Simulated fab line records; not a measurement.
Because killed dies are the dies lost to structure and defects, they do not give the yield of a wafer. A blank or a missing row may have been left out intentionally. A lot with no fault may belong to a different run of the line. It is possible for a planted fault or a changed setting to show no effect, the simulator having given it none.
A struck lot beside a sound one :: flow gf180mcu :: 13 steps out of a route of 602
Sound: these wafers, L549.4, L549.5, L549.6. Struck: wafers L557.1, L557.3, L557.5. The cause comes at the end.
At each step with rows: each side's tool, then ch and its chambers, then its first start. Under that, the readings that differ: sound wafers :: struck wafers :: difference of the means :: sigmas: that difference in standard deviations of wafers without a fault.
alike: words and numbers the same on both sides, and readings whose means are apart by under 2 such deviations; not compared: readings that were withheld, readings missing a value for some wafer, numbers with overlapping values and no deviation given by the record, and bounds like >300 which may hide the same value.
A row with sigmas, a row that says differs or no value, or rows on one side alone: a step with any of these is where the two part. Numbers that don't overlap but have no deviation are shown without sigmas and don't part them. Lack of a reading on every wafer of one side parts them only where that side has two or more wafers.

GF_V1_CD_MEAS_14 targets a cd of 260 nm.
  sound: cd_sem-02 at day 19 09:13; struck: cd_sem-02 at day 22 18:12
  alike: cd_nm
GF_V1_OVL_MEAS_15:
  sound: overlay-02 at day 19 09:18; struck: overlay-02 at day 22 18:19
  alike: V1_OVL
GF_V1_ETCH_16: etches BARC in N2/H2.
  sound on rie_diel-02 ch 2,3, day 19 09:19; struck on rie_diel-02 ch 0,1,2, day 22 18:21
  alike: drypump_motor_current_A, oes_product_au, throttle_valve_pct
then, 1 step without rows for these wafers: GF_V1_ETCH_17 (etches SiO2 in C4F8/O2/Ar, stops on TiN, target depth 630 nm).
GF_V1_STRIP_18: strips in O2/N2.
  sound on plasma_asher-01 ch 0,1, day 19 09:29; struck on plasma_asher-01 ch 0,1, day 22 18:29
  alike: drypump_motor_current_A, heater_power_w, oes_product_au, platen_temp_c
  not compared: rf_hours_counter_h
then, 2 steps without rows for these wafers: GF_V1_STRIP_19 (strips in post etch residue remover, time 1200 s); GF_V1_CLEAN_20 (cleans in DIW).
GF_V1_SPUTTER_21: material Ti, target thk 15 nm, time 80.02 s.
  sound: pvd_sputter-04 at day 19 10:01; struck: pvd_sputter-04 at day 22 19:01
  alike: throttle_valve_pct
GF_V1_SPUTTER_22: material TiN, target thk 10 nm, time 40 s.
  sound: pvd_sputter-04 at day 19 10:04; struck: pvd_sputter-04 at day 22 19:05
  alike: throttle_valve_pct
GF_V1_CVD_23: deposits W, target thk 350 nm, time 105.05 s.
  sound on cvd_w-02 ch 0,1, day 19 10:07; struck on cvd_w-01 ch 0,1, day 22 19:07
  alike: heater_power_outer_w, heater_power_w
GF_V1_RS_MEAS_24: a four-point-probe measurement.
  sound: film_metro-03 at day 19 10:15; struck: film_metro-01 at day 22 19:14
  alike: V1_W_RS
GF_V1_THK_MEAS_25: measures by xrf.
  sound: film_metro-03 at day 19 10:20; struck: film_metro-01 at day 22 19:21
  alike: V1_W_THK
GF_V1_CMP_26: polishes, stops on SiO2, t overpolish 15.68 s, target thk 0 nm.
  sound on cmp-01 ch 0,2,3, day 19 10:31; struck on cmp-01 ch 0,1, day 22 19:25
  no value came back on the struck wafers for any of 6 readings (edge_zone_pressure_frac, head_pressure_psi (psi) and others); on the sound wafers edge_zone_pressure_frac reads 1.003 1.009 0.999
reading: model.W_of_V1_CVD_23.thk_nm (nm)
sound: 0 0 0
struck: 359 354.4 352.3
difference: +355
sigmas: 

reading: model.SiO2_of_V1_CVD_02.thk_nm (nm)
sound: 629 628.4 628.5
struck: 632.5 632 630.8
difference: +3.1
sigmas: 

== WHERE THEY PART ==
Only at GF_V1_CMP_26, within this record.

WHY: what had been put in by the simulator
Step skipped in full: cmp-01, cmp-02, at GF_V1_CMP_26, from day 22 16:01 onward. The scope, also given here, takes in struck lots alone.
